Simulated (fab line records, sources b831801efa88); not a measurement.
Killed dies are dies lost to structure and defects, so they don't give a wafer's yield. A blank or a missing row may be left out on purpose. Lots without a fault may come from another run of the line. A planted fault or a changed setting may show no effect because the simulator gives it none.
fab line records | flow sky130
record lots=13 wafers=38 last_day=51
route steps=708 shown VIA1@458
lots that met no fault: from a run of the same line without faults
start_h: hours from the record's first day to the start of the lot's first wafer shown | wait_h: hours since the lot's step before | " the same as in the row above | L1.1+2: a row that stands for several wafers | - no value, or no start given | * or withheld: withheld | < > ~ a bound
route shown NAME@n: a module of which the file shows steps, and the number in the route of the first | usual: mean/standard deviation of fault-free wafers | same: alike in all rows | chamber/n: place in a boat | sites: the reading at each site | _std_site: their standard deviation | _edge_site: outer sites' mean less inner sites' | radius_mm: how far each site lies from the wafer's centre | mask NAME#n: copy n | behind: the tool/chamber that last shaped the wafer | hold: why the lot was held/for how many hours/how that ended | device: the transistor (n, p or np) that didn't switch | end of line: the same wafers' tests at the end of the route | a step without rows: its recipe alone | killed: dies lost to structure and defects at the first sort, not the wafer's yield | map: a wafer's dies, x killed, . not, _ none there
set.NAME: the setting as run; set.NAME@STEP: as run at that earlier step | model.NAME: the simulator's own value behind a step, which no gauge read
steps of the route over a sample of lots; a table a step, a row a wafer
services: from which hour (start_h, from the record's first day; less than 0 if before it) a tool's chamber was out of use, for how many hours, and why
## steps
# step SKY_VIA1_HDPCVD_00
# recipe material=SiO2 target_thk_nm=1030 sigma_open_frac=0.3 time_s=171.7 temp_c=400 sih4_flow_sccm=60 pressure_mtorr=6
# usual run_length_s=199.7/0.49
# columns lot.wafer tool chamber start_h wait_h run_length_s
L370.3 hdpcvd-02 2 764.73 0.0 199.6
L370.4 " 0 " " 199.6
L370.6 " 2 " " 199.9
L372.1 hdpcvd-01 0 776.12 0.0 199.9
L372.3 " 1 " " 199.0
L372.5 " 2 " " 199.6
L374.1 hdpcvd-02 2 794.22 0.0 199.7
L374.3 " 0 " " 200.1
L374.5 " 2 " " 199.6
L375.1 hdpcvd-01 0 804.76 0.0 200.0
L375.3 " 2 " " 200.0
L375.4 " 0 " " 199.9
L376.2 hdpcvd-01 2 810.21 0.0 199.2
L376.3 " 0 " " 200.6
L376.4 " 1 " " 198.8
L377.2 hdpcvd-01 1 821.10 0.0 199.0
L377.3 " 0 " " 200.2
L377.6 " 2 " " 200.0
L379.1 hdpcvd-01 0 831.17 0.0 155.7
L379.6 " 1 " " 155.0
L380.2 hdpcvd-02 2 838.42 0.0 199.6
L380.3 " 0 " " 200.0
L380.5 " 0 " " 199.8
L388.2 hdpcvd-02 2 898.96 0.0 199.8
L388.4 " 1 " " 199.0
L388.5 " 0 " " 199.6
L390.1 hdpcvd-01 1 910.25 0.0 199.1
L390.3 " 0 " " 200.2
L390.6 " 2 " " 199.4
L391.2 hdpcvd-02 1 924.05 0.0 199.2
L391.4 " 1 " " 199.1
L391.5 " 0 " " 199.4
L392.2 hdpcvd-01 2 925.46 0.0 199.5
L392.4 " 2 " " 199.8
L392.5 " 1 " " 199.2
L393.1 hdpcvd-01 2 960.48 0.0 199.2
L393.3 " 1 " " 199.4
L393.6 " 0 " " 199.8
# step SKY_VIA1_THK_MEAS_01
# recipe reads=SiO2_of_VIA1_HDPCVD_00
# usual VIA1_HDPCVD_THK=1020/13
# columns lot.wafer tool chamber start_h wait_h VIA1_HDPCVD_THK[nm]
L370.3 film_metro-02 - 764.86 0.1 1011
L370.4 " - " " 1040
L370.6 " - " " 1016
L372.1 film_metro-02 - 776.23 0.1 1027
L372.3 " - " " 1024
L372.5 " - " " 1034
L374.1 film_metro-02 - 794.39 0.1 1014
L374.3 " - " " 1037
L374.5 " - " " 1010
L375.1 film_metro-02 - 804.88 0.1 1007
L375.3 " - " " 1025
L375.4 " - " " 1014
L376.2 film_metro-03 - 810.34 0.1 1025
L376.3 " - " " 1019
L376.4 " - " " 1005
L377.2 film_metro-02 - 821.22 0.1 1010
L377.3 " - " " 1000
L377.6 " - " " 1026
L379.1 film_metro-02 - 831.28 0.1 736
L379.6 " - " " 752
L380.2 film_metro-03 - 838.54 0.1 1012
L380.3 " - " " 1016
L380.5 " - " " 1019
L388.2 film_metro-01 - 899.08 0.1 1019
L388.4 " - " " 1036
L388.5 " - " " 1015
L390.1 film_metro-03 - 910.36 0.1 1012
L390.3 " - " " 1025
L390.6 " - " " 1027
L391.2 film_metro-03 - 924.17 0.1 1059
L391.4 " - " " 1062
L391.5 " - " " 1021
L392.2 film_metro-02 - 925.58 0.1 1017
L392.4 " - " " 1014
L392.5 " - " " 1015
L393.1 film_metro-02 - 960.59 0.1 1025
L393.3 " - " " 1014
L393.6 " - " " 1023
## services
# columns tool chamber start_h hours kind
hdpcvd-01 - 746.63 0.9 repair
hdpcvd-02 - 770.12 0.3 repair
hdpcvd-01 - 791.96 5.7 repair
hdpcvd-02 1 793.96 4.4 repair
hdpcvd-02 - 872.14 0.9 repair
hdpcvd-02 - 950.25 15.0 pm
hdpcvd-02 0 950.25 15.0 vent_cycle
hdpcvd-02 1 950.25 15.0 vent_cycle
hdpcvd-02 2 950.25 15.0 vent_cycle
## key
first_sign step=SKY_VIA1_HDPCVD_00 reading=run_length_s direction=down sigmas=91 usual=* struck=*
effect step=SKY_VIA1_THK_MEAS_01 reading=VIA1_HDPCVD_THK direction=down sigmas=22 usual=1020 struck=744
met_at SKY_VIA1_HDPCVD_00
struck_lots L379
struck_wafers L379.1,L379.6
onset_between 821.10 831.17
fault kind=process_parameter_drift tool=hdpcvd-01 chamber=- onset_h=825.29 steps=SKY_VIA1_HDPCVD_00 channel=time_s offset=* shape=step end_h=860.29 scope=struck_wafers_only acts_in=* stated=*
